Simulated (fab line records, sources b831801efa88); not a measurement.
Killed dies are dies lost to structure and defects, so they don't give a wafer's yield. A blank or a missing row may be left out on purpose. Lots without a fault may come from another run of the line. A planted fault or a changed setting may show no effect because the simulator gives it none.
Which tool did it? | flow sky130 | 12 lots, 36 wafers sampled, at 5 steps of a route of 708

WHAT THE GAUGES READ, wafer by wafer
SKY_FIELD_ISO_THK_MEAS_04. Usual: FIELD_ISO_CVD_03_THK 165.5 nm, standard deviation 1.7.
lot  | measured    | on            | FIELD_ISO_CVD_03_THK (nm) | flag
L600 | day 1 20:07 | film_metro-02 | 163.7 163.7 163.3         |
L602 | day 2 04:29 | film_metro-01 | 164.8 166.5 167.0         |
L603 | day 2 10:23 | film_metro-04 | 165.9 166.3 165.1         |
L604 | day 2 15:55 | film_metro-01 | 164.7 166.5 165.8         |
L605 | day 2 20:14 | film_metro-01 | 163.6 163.6 164.3         |
L607 | day 3 06:17 | film_metro-04 | 164.2 163.9 164.1         |
L610 | day 3 23:16 | film_metro-04 | 164.6 165.2 163.9         |
L612 | day 4 07:31 | film_metro-01 | 164.5 165.7 164.5         |
L613 | day 4 12:02 | film_metro-02 | 167.2 166.8 167.0         |
L618 | day 5 13:59 | film_metro-02 | 165.1 164.0 163.9         |
L619 | day 5 18:50 | film_metro-01 | 164.9 165.6 164.3         |
L622 | day 6 09:22 | film_metro-01 | 167.8 168.0 166.0         |

SKY_VT_ADJUST_LVTN_TW_MEAS_21. Usual: VT_ADJUST_LVTN_2_TW 187.9, standard deviation 1.1.
lot  | measured     | on            | VT_ADJUST_LVTN_2_TW | flag
L600 | day 7 22:30  | film_metro-04 | 189.2 189.2 188.3   |
L602 | day 8 12:02  | film_metro-04 | 189.4 189.6 188.8   |
L603 | day 8 22:15  | film_metro-04 | 189.8 189.8 189.0   |
L604 | day 9 03:48  | film_metro-01 | 187.3 188.0 187.8   |
L605 | day 9 12:06  | film_metro-04 | 190.1 190.0 190.6   |
L607 | day 9 23:50  | film_metro-01 | 187.8 187.9 187.6   |
L610 | day 11 00:05 | film_metro-01 | 187.9 187.6 188.1   |
L612 | day 11 16:11 | film_metro-04 | 216.8 215.6 216.5   | OFF
L613 | day 11 15:38 | film_metro-04 | 217.8 216.9 215.6   | OFF
L618 | day 13 01:41 | film_metro-03 | 186.8 187.0 186.0   |
L619 | day 13 12:27 | film_metro-01 | 189.2 189.4 188.9   |
L622 | day 14 04:45 | film_metro-03 | 186.2 186.1 186.4   |

SKY_SD_N_TW_MEAS_12. Usual: SD_N_TW 3956, standard deviation 28.
lot  | measured     | on            | SD_N_TW        | flag
L600 | day 28 04:16 | film_metro-03 | 3930 3924 3928 |
L602 | day 29 00:30 | film_metro-01 | 3971 4014 3982 |
L603 | day 29 04:51 | film_metro-02 | 3940 3946 3943 |
L604 | day 29 12:37 | film_metro-02 | 3959 3960 3959 |
L605 | day 31 01:45 | film_metro-03 | 3935 3949 3930 |
L607 | day 31 02:46 | film_metro-03 | 3952 3958 3922 |
L610 | day 31 20:18 | film_metro-02 | 3970 3951 3969 |
L612 | day 32 18:33 | film_metro-01 | 3977 3961 3977 |
L613 | day 32 10:56 | film_metro-01 | 3986 3963 3981 |
L618 | day 33 21:13 | film_metro-03 | 3932 3949 3945 |
L619 | day 34 12:55 | film_metro-01 | 4040 4007 4017 |
L622 | day 35 03:36 | film_metro-01 | 4006 4041 4016 |

WHICH TOOL RAN EACH LOT (tool, then ch and the chambers of the sampled wafers, then the start)
lot  | SKY_FIELD_ISO_CMP_27         | SKY_VT_ADJUST_LVTN_IMPLANT_19
L600 | cmp-02 ch 0,2,3, day 2 15:18 | implanter-01 ch 0, day 7 22:16
L602 | cmp-02 ch 2,3, day 3 00:52   | implanter-03 ch 0, day 8 11:47
L603 | cmp-01 ch 1,2,3, day 3 06:40 | implanter-01 ch 0, day 8 22:00
L604 | cmp-01 ch 0,1,2, day 3 12:56 | implanter-02 ch 0, day 9 03:35
L605 | cmp-01 ch 0,1,3, day 3 16:55 | implanter-03 ch 0, day 9 11:51
L607 | cmp-02 ch 1,2,3, day 4 03:36 | implanter-01 ch 0, day 9 23:37
L610 | cmp-02 ch 0,1,2, day 4 22:49 | implanter-02 ch 0, day 10 23:50
L612 | cmp-02 ch 1,2,3, day 5 09:14 | implanter-01 ch 0, day 11 15:56
L613 | cmp-01 ch 0,1,3, day 5 10:47 | implanter-01 ch 0, day 11 15:26
L618 | cmp-02 ch 1,2, day 6 11:27   | implanter-03 ch 0, day 13 01:28
L619 | cmp-02 ch 0,1,3, day 6 19:58 | implanter-03 ch 0, day 13 12:13
L622 | cmp-01 ch 1,2,3, day 7 09:11 | implanter-02 ch 0, day 14 04:30
- SKY_FIELD_ISO_CMP_27: polishes, stops on Si3N4, t overpolish 16 s, target thk 457.8 nm.
- SKY_VT_ADJUST_LVTN_IMPLANT_19

WHAT THE TOOLS THEMSELVES READ (means of the sampled wafers that have a number; where no wafer has one, the mark that the record gives instead)
SKY_FIELD_ISO_CMP_27. Usual: head_pressure_psi 4.000 psi, standard deviation 0.0091; motor_current_A 11.6 A, standard deviation 1; overpolish_run_s 15.999 s, standard deviation 0.0086; time_to_endpoint_s 113 s, standard deviation 3.5.
lot  | tool   | head_pressure_psi (psi) | motor_current_A (A) | overpolish_run_s (s) | time_to_endpoint_s (s) | flag
L600 | cmp-02 | 4.008                   | 11.3                | 16.001               | 118                    |
L602 | cmp-02 | 4.002                   | 12.1                | 16.001               | 117                    |
L603 | cmp-01 | 3.992                   | 12.3                | 16.002               | 114                    |
L604 | cmp-01 | 4.002                   | 11.7                | 15.998               | 112                    |
L605 | cmp-01 | 3.998                   | 11.7                | 16.003               | 116                    |
L607 | cmp-02 | 3.993                   | 11.7                | 15.999               | 110                    |
L610 | cmp-02 | 3.990                   | 10.6                | 16.010               | 109                    |
L612 | cmp-02 | 3.993                   | 11.9                | 16.001               | 114                    |
L613 | cmp-01 | 3.998                   | 11.6                | 15.994               | 113                    |
L618 | cmp-02 | 3.999                   | 10.6                | 16.003               | 107                    |
L619 | cmp-02 | 3.988                   | 11.6                | 16.000               | 113                    |
L622 | cmp-01 | 4.008                   | 11.8                | 16.006               | 110                    |

SKY_VT_ADJUST_LVTN_IMPLANT_19. Usual: beam_energy_keV 30.001, standard deviation 0.0099; dose_ions_cm2 6.502e+11, standard deviation 7.3e+08; faraday_current_uA 3.67, standard deviation 0.069.
lot  | tool         | beam_energy_keV | dose_ions_cm2 | faraday_current_uA | flag
L600 | implanter-01 | 29.995          | 6.502e+11     | 3.61               |
L602 | implanter-03 | 29.999          | 6.498e+11     | 3.64               |
L603 | implanter-01 | 30.000          | 6.507e+11     | 3.62               |
L604 | implanter-02 | 29.989          | 6.497e+11     | 3.65               |
L605 | implanter-03 | 29.991          | 6.505e+11     | 3.67               |
L607 | implanter-01 | 30.010          | 6.496e+11     | 3.71               |
L610 | implanter-02 | 29.998          | 6.498e+11     | 3.65               |
L612 | implanter-01 | 30.006          | 1.051e+12     | 5.90               | OFF
L613 | implanter-01 | 30.003          | 1.050e+12     | 5.96               | OFF
L618 | implanter-03 | 30.000          | 6.508e+11     | 3.68               |
L619 | implanter-03 | 30.001          | 6.500e+11     | 3.72               |
L622 | implanter-02 | 29.998          | 6.501e+11     | 3.60               |

THE ANSWER, worked out from the rows above alone
Rule: a lot is off if the mean of its wafers that have a number lies more than 3 standard deviations from the usual mean. A lot without any number at a reading at which 4 lots or more have one is off too. The other lots that the step has rows for count as sound. The gauges are gone through in route order, then the tools' own readings, and for those a lot's mean is taken as printed above. The first step at which some lot is off is used, and at that step the reading that is off furthest; a lot without a number counts as furthest.
Off: L612, L613, at SKY_VT_ADJUST_LVTN_TW_MEAS_21 (VT_ADJUST_LVTN_2_TW).
A tool fits if, at a process step before that reading, it ran every lot that is off, and no sound lot after the first of them. The gauges at SKY_VT_ADJUST_LVTN_TW_MEAS_21 aren't tried: what is off there is off at SKY_VT_ADJUST_LVTN_IMPLANT_19 too, on other tools, and a gauge's error can't cause that. One fits: implanter-01 at SKY_VT_ADJUST_LVTN_IMPLANT_19. Its last sound lot is L607 (day 9 23:37), its first lot that is off L613 (day 11 15:26): a fault that began between those two fits.
The tool's own readings at SKY_VT_ADJUST_LVTN_IMPLANT_19 bear it out: on the lots that are off they differ by more than 5 times the standard deviation of the sound lots' means. dose_ions_cm2 reads 1.050e+12 there against 6.501e+11 on the sound lots; faraday_current_uA reads 5.93 there against 3.66 on the sound lots.

WHAT THE SIMULATOR HAD PUT IN
Process parameter drift: implanter-01, from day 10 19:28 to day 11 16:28, at SKY_VT_ADJUST_LVTN_IMPLANT_19. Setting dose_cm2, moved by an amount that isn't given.
Lots struck among those shown: L612, L613. The rule above found the same.
